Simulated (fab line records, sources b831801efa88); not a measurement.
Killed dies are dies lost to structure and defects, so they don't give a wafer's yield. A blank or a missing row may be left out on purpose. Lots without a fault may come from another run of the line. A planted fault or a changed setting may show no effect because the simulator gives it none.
A struck lot beside a sound one | flow sky130 | 15 steps out of a route of 708
Sound: wafers L314.2, L314.4, L314.6. Struck: wafer L317.4. (L317.3, L317.6 of the same lot were not struck and are left out.) The cause comes at the end.
At each step with rows: each side's tool, then ch and its chambers, then its first start. Under that, the readings that differ: sound wafers | struck wafers | difference of the means | sigmas: that difference in standard deviations of wafers without a fault.
alike: readings whose means differ by less than 2 such deviations, and words and numbers that are the same on both sides. not compared: withheld readings, readings that some wafer has no value for, bounds like >300 that may hide the same value, and numbers for which the record gives no deviation and whose values overlap.
The two part at a step that has a row with sigmas, a row that says differs or no value, or rows on one side only. Numbers that don't overlap but have no deviation are shown without sigmas and don't part them. A reading that every wafer of one side lacks parts them only if that side has two wafers or more.

first, 1 step without rows for these wafers: SKY_METAL4_SPUTTER_01 (material TiN, target thk 20 nm, time 16.7 s).
SKY_METAL4_SPUTTER_02: material AlCu, target thk 735 nm, time 39.1 s.
  sound on pvd_sputter-02, day 40 05:07; struck on pvd_sputter-02, day 41 12:09
  alike: throttle_valve_pct
SKY_METAL4_SPUTTER_03: material Ti, target thk 5 nm, time 3.3 s.
  sound on pvd_sputter-02, day 40 05:10; struck on pvd_sputter-02, day 41 12:11
  alike: throttle_valve_pct
SKY_METAL4_SPUTTER_04: material TiN, target thk 70 nm, time 58.3 s.
  sound on pvd_sputter-02, day 40 05:11; struck on pvd_sputter-02, day 41 12:13
  alike: throttle_valve_pct
SKY_CAP2M_CVD_00: deposits SiO2, target thk 15.5 nm.
  sound on pecvd-04 ch 0,1, day 40 05:14; struck on pecvd-04 ch 0, day 41 12:15
  alike: heater_power_w, susceptor_temp_C
SKY_CAP2M_THK_MEAS_01:
  sound on film_metro-02, day 40 05:16; struck on film_metro-01, day 41 12:18
  alike: CAP2M_CVD_00_THK
SKY_CAP2M_SPUTTER_02: material TiN, target thk 200 nm, time 166.7 s.
  sound on pvd_sputter-01, day 40 05:19; struck on pvd_sputter-01, day 41 12:20
  alike: susceptor_temp_C, throttle_valve_pct
SKY_CAP2M_RS_MEAS_03: measures by four-point-probe.
  sound on film_metro-01, day 40 05:26; struck on film_metro-01, day 41 12:29
  alike: CAP2M_TIN_RS
SKY_CAP2M_THK_MEAS_04: measures by xrf.
  sound on film_metro-01, day 40 05:33; struck on film_metro-01, day 41 12:35
  alike: CAP2M_TIN_THK
then, 3 steps without rows for these wafers: SKY_CAP2M_DEHYDRATE_05 (time 60 s); SKY_CAP2M_HMDS_06 (prime time 60 s); SKY_CAP2M_COAT_07 (resist thk 1140 nm).
SKY_CAP2M_SOFTBAKE_08: time 60 s.
  sound on litho_track-04 ch 0, day 40 16:50; struck on litho_track-04 ch 0, day 42 00:07
  reading                  | sound             | struck | difference | sigmas
  heater_power_total_W (W) | 56.57 56.61 56.54 | 58.41  | +1.84      | +40
  run_length_s (s)         | 89.37 89.46 89.39 | 84.15  | -5.26      | -33
then, 1 step without rows for these wafers: SKY_CAP2M_EXPOSE_09 (exposes mask CAP2M, target cd 1000 nm).
-- the record jumps here: 5 days lie between the struck wafers' starts before and after (it left off in module CAP2M and takes up again in module PAD_OPEN, whose first step shown is number 708 of the route) --
SKY_PAD_OPEN_PROBE_99:
  sound on prober-01, day 46 04:22; struck on prober-02, day 47 05:31
  alike: defect_limited_yield, killed_at_M0_to_M3, killed_at_M4_up, killed_at_contacts, killed_at_front_end, killed_at_other, killed_dies, killed_open, killed_short, sort_bin_3_pad_short, sort_bin_5_function, sort_bin_6_memory, sort_n_pass, sort_yield_pct

WHERE THEY PART
Only at SKY_CAP2M_SOFTBAKE_08, within this record. Later steps at which nothing parts them and some readings are alike: SKY_PAD_OPEN_PROBE_99.

WHY: what the simulator had put in
Process parameter drift: litho_track-04, from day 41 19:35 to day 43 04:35, at SKY_CAP2M_SOFTBAKE_08. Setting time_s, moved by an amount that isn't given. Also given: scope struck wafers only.
